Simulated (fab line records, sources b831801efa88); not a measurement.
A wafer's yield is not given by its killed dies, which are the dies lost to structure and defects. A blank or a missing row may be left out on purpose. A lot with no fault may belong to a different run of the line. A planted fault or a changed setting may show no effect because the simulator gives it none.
Chamber matching	flow sky130	rie_diel-03 running SKY_POLY_GATE_ETCH_15: 4 sister chambers
The step etches BARC in N2/H2, stops on SiO2, time 118.5 s, target depth 110 nm. 4 wafers are shown with their chamber, then 6 later ones without.

## WAFERS WITH THEIR CHAMBER
wafer	chamber	drypump_motor_current_A (A)
L963.6	1	6.3
L971.1	0	6.8
L971.5	3	4.9
L971.6	2	5.9

## WAFERS WITHOUT THEIR CHAMBER
wafer	drypump_motor_current_A (A)
L973.2	5.9
L973.3	6.7
L973.6	6.8
L977.1	5.9
L977.3	6.8
L977.5	6.2

## CHAMBER TAKEN BY EACH
wafer	from the rows above	in truth
L973.2	2	2
L973.3	0	0
L973.6	0	0
L977.1	2	2
L977.3	0	0
L977.5	1	1
Correct placement for 6 of the 6. From these rows, 0 cannot be placed. Wrongly placed: 0.
How it was worked out, from the rows above alone: a wafer's distance from a chamber is the root of the sum, over the readings, of the square of ((its reading less the chamber's mean) divided by the reading's scatter). The wafer belongs to the nearest chamber; if the next one is less than 2 further off, it can't be placed. A chamber's mean is the mean of its shown wafers. The scatter: root of mean squared gap, hidden wafer to nearest shown wafer, with one shown wafer a chamber.
